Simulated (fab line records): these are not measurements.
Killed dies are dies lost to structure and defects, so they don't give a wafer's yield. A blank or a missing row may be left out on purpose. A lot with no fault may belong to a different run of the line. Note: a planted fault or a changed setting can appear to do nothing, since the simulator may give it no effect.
Which tool is to blame? -- flow gf180mcu -- 7 lots with 20 wafers sampled at 2 steps, on a route of 602 steps

## WHAT THE GAUGES SHOWED, per wafer
GF_TOP_METAL_CD_MEAS_14: the cd target is 440 nm.
lot,measured,on,cd nm (nm)
L183,day 28 10:57,cd sem-01,439.5 441.7 439.3
L185,day 29 00:31,cd sem-01,438.7 436.6 439.3
L187,day 29 15:45,cd sem-02,442.8 443.1 440.9
L189,day 30 04:54,cd sem-01,436.6 438.3
L195,day 31 20:37,cd sem-02,446.6 446.7 446.6
L199,day 32 21:28,cd sem-02,437.6 437.3 437.6
L202,day 33 13:09,cd sem-01,436.1 435.7 436.7

## EACH LOT AND THE TOOL THAT RAN IT (in order: tool; ch and the chambers of the sampled wafers; start)
lot,GF_TOP_METAL_EXPOSE_11
L183,"iline stepper-02 ch 0, day 28 01:14"
L185,"iline stepper-02 ch 0, day 28 15:11"
L187,"iline stepper-01 ch 0, day 29 06:53"
L189,"iline stepper-02 ch 0, day 29 19:57"
L195,"iline stepper-02 ch 0, day 31 12:28"
L199,"iline stepper-01 ch 0, day 32 13:23"
L202,"iline stepper-01 ch 0, day 33 05:19"
- GF_TOP_METAL_EXPOSE_11: exposes mask MetalTop, target cd 440 nm.

## THE ANSWER, worked out from the rows above alone
Rule: the usual values come from the lots themselves. The widest of any qualifying gaps counts: lots, ordered by their means at a reading, are off when they make up no more than a third of the lots, leave a main group of 4 or more, and stand apart from it by 3 or more times the standard deviation of that group's means. If all means in a main group match to the digits the tables above print for the reading, that group is not used. Also off: a lot with no number at a reading for which 4 or more lots have one. Where the step has rows for the other lots, those lots are counted as sound.
Across all readings shown, no lot is off: no conclusion can be drawn from this.

## WHAT THE SIMULATOR PUT IN
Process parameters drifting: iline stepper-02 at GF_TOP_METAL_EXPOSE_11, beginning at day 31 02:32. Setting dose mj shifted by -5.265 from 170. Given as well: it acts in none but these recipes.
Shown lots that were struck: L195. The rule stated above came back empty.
